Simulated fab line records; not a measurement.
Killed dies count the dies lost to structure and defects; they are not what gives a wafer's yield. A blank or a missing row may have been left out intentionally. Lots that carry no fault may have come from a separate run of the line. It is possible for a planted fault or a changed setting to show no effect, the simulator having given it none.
A struck lot beside a sound one / flow sfq-line / 17 steps out of a route of 325
Sound: wafers L191.2, L191.5, L191.6. Wafers L188.1, L188.2, L188.5 were the ones struck. The cause is given at the end.
Per side, at each step with rows, come the tool, then ch with its chambers, and then its first start. Under that, the readings that differ: sound wafers / struck wafers / difference of the means / sigmas: that difference in standard deviations of wafers without a fault.
alike: readings with means less than 2 such deviations apart, plus words and numbers identical on both sides. not compared: withheld readings, readings lacking a value on some wafer, bounds such as >300 that could conceal the same value, and numbers that have no deviation in the record and whose values overlap.
A row with sigmas, a row that says differs or no value, or rows on one side alone: a step with any of these is where the two part. Numbers that don't overlap but have no deviation are shown without sigmas and don't part them. A reading that every wafer of one side lacks parts them only if that side has two wafers or more.

SFQ_M0_OVL_MEAS_906:
  struck on overlay-02, day 16 00:24; sound on overlay-01, day 16 22:56
  alike: M0_OVL
then, 2 steps without rows for these wafers: SFQ_TRILAYER_M0_BARC_OPEN_METAL_ETCH_031 (etches BARC in O2, target depth 125 nm, time 41.7 s); SFQ_TRILAYER_M0_ETCH_METAL_ETCH_024 (etches Nb in Cl2/Ar, stops on SiO2, target depth 240 nm, time 120 s).
SFQ_TRILAYER_M0_STRIP_STRIP_025: strips in O2.
  sound on rie-metal-02 ch 0,1, day 16 23:09; struck on rie-metal-03 ch 0,1, day 16 00:37
  alike: chamber-pressure-mTorr, drypump-motor-current-A, oes-product-au
  not compared: rf-hours-counter-h
then, 1 step without rows for these wafers: SFQ_TRILAYER_M0_STRIP_SOLV_CLEAN_026 (cleans in NMP, time 600 s).
SFQ_TRILAYER_I0_DEP_PECVD_027: deposits SiO2 from SiH4/N2O, time 111.11 s, target thk 500 nm.
  sound on pecvd-03 ch 0,1, day 16 23:56; struck on pecvd-03 ch 0,1, day 16 01:24
  alike: heater-power-w, throttle-valve-pct
SFQ_TRILAYER_I0_CMP_CMP_028: polishes SiO2.
  sound on cmp-02 ch 0,1,2, day 17 01:00; struck on cmp-01 ch 1,2, day 16 01:58
  alike: motor-current-A, time-to-endpoint-s
SFQ_I0_BOW_MEAS_907:
  struck on film-metro-03, day 16 04:28; sound on film-metro-03, day 17 03:01
  alike: I0_BOW
SFQ_TRILAYER_I0_METRO_MEASURE_029:
  struck on film-metro-03, day 16 04:35; sound on film-metro-03, day 17 03:19
  alike: thk-nm
then, 3 steps without rows for these wafers: SFQ_TRILAYER_I0_VIA_LITHO_COAT_036 (resist thk 62 nm); SFQ_TRILAYER_I0_VIA_LITHO_COAT_031 (resist thk 650 nm); SFQ_TRILAYER_I0_VIA_LITHO_SOFTBAKE_035.
SFQ_TRILAYER_I0_VIA_LITHO_EXPOSE_032: exposes mask I0, target cd 500 nm.
  sound on krf-scanner-02 ch 0, day 17 05:16; struck on krf-scanner-01 ch 0, day 16 08:26
reading=model.I0.overlay-x-nm (nm); sound=-5.868 -5.868 -5.868; struck=38.41 38.41 38.41; difference=+44.28; sigmas=
  alike: mask
then, 2 steps without rows for these wafers: SFQ_TRILAYER_I0_VIA_LITHO_PEB_034 (peb time 60 s); SFQ_TRILAYER_I0_VIA_LITHO_DEVELOP_033 (time 60 s).
SFQ_I0_OVL_MEAS_908:
  struck on overlay-02, day 16 09:56; sound on overlay-01, day 17 06:35
reading=I0_OVL (nm); sound=-10 -1 -5; struck=44 31 42; difference=+44; sigmas=+9
SFQ_TRILAYER_I0_VIA_BARC_OPEN_VIA_ETCH_046: etches BARC in O2, target depth 125 nm, time 41.7 s.
  sound on rie-diel-02 ch 1,3, day 17 06:37; struck on rie-diel-02 ch 1,2,3, day 16 09:58
  alike: chamber-pressure-mTorr, drypump-motor-current-A, oes-product-au
  not compared: rf-hours-counter-h

WHERE THEY PART
Only at SFQ_I0_OVL_MEAS_908, as far as this record shows. Later steps at which nothing parts them and some readings are alike: SFQ_TRILAYER_I0_VIA_BARC_OPEN_VIA_ETCH_046.

WHY: the cause the simulator had injected
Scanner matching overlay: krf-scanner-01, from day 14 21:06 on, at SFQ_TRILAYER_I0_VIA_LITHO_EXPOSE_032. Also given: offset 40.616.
